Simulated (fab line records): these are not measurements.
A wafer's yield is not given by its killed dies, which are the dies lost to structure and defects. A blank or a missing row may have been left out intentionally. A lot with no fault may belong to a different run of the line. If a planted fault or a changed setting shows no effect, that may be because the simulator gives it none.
Split-lot trial    flow gf180mcu    route with 602 steps; 5 lots, 23 wafers read

## SPLIT DETAILS
At GF_V1_COAT_09 (resist thk 1000 nm), the setting resist thk nm was moved away from the recipe's 1000 nm on 6 of the 23 wafers read, by +2.0% to +4.6%. The other wafers ran this setting at the recipe's value.

Reading taken at the split's own step.

## THE READING
KrF_of_V1_COAT_09.thk nm (the simulator's own value, which no gauge read), in nm, at GF_V1_COAT_09 (resist thk 1000 nm). The file does not state a usual value for it. The 17 wafers here that ran the recipe average 1000.3 nm, standard deviation 2.2 nm.

wafer   tool, chamber at the split  resist thk nm as run, nm  against the recipe  KrF_of_V1_COAT_09.thk nm, nm  against lot-mates on the recipe
L076.1  litho track-02, 0           1000                      recipe              999.3                         -
L076.2  litho track-02, 0           1000                      recipe              1001                          -
L076.3  litho track-02, 0           1000                      recipe              1001                          -
L076.4  litho track-02, 0           1000                      recipe              1004                          -
L076.6  litho track-02, 0           1000                      recipe              998.6                         -
L079.2  litho track-01, 0           1000                      recipe              996.7                         -
L079.4  litho track-01, 0           1000                      recipe              999.7                         -
L079.5  litho track-01, 0           1000                      recipe              998.7                         -
L081.1  litho track-02, 0           1000                      recipe              998.2                         -
L081.2  litho track-02, 0           1000                      recipe              1001                          -
L081.3  litho track-02, 0           1000                      recipe              999.8                         -
L081.6  litho track-02, 0           1000                      recipe              999.8                         -
L081.4  litho track-02, 0           1000                      recipe              1004                          -
L080.1  litho track-04, 0           1046                      +4.6%               1046                          +46.6
L080.2  litho track-04, 0           1046                      +4.6%               1050                          +50.6
L080.3  litho track-04, 0           1046                      +4.6%               1047                          +47.6
L080.5  litho track-04, 0           1000                      recipe              996.7                         -
L080.6  litho track-04, 0           1000                      recipe              1002                          -
L083.1  litho track-04, 0           1000                      recipe              1002                          -
L083.2  litho track-04, 0           1020                      +2.0%               1022                          +19.5
L083.4  litho track-04, 0           1020                      +2.0%               1024                          +21.5
L083.6  litho track-04, 0           1020                      +2.0%               1024                          +21.5
L083.5  litho track-04, 0           1000                      recipe              1003                          -

THE FIT
A straight line over all 23 wafers: KrF_of_V1_COAT_09.thk nm changes by +10.4 nm for each +1% of resist thk nm; r = +0.99; the points scatter about the line by 2.2 nm.
The same after taking each lot's own level away (the mean of its wafers on the recipe; 23 wafers): +10.5 nm for each +1%; r = +0.99; scatter 1.8 nm.
On that fit, the largest move of resist thk nm shifts the reading by 48 nm.
Measured against the standard deviation above, the lots' own levels, which go from 998.37 to 1002.50 nm, span 1.9 times it.
The two slopes agree, so the slope changes little with the lot-to-lot level.
Check: +48.9 nm against its lot-mates is what the line predicts for one of the wafers moved furthest among these (+4.6%) when that wafer is left out of the fit. Against them it came out at +46.6 nm.

## THESE WAFERS: OTHER SPLITS
These wafers also went through other splits before the reading. Each is held against what the fit with the lots' levels taken away leaves over:
other split on the same wafers        wafers away from the commonest value  r with KrF_of_V1_COAT_09.thk nm (lot level and that fit taken away)
GF_CONTACT_CMP_04 leave above ref nm  7                                     -0.10
GF_CONTACT_EXPOSE_11 dose mj          7                                     +0.00
GF_CONTACT_SPUTTER_22 power w         10                                    +0.01
GF_M1_PEB_12 peb time s               6                                     -0.17

## THE FILE'S OWN FIT
KrF_of_V1_COAT_09.thk nm changes by +10.5 nm for each +1% of resist thk nm, r = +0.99.
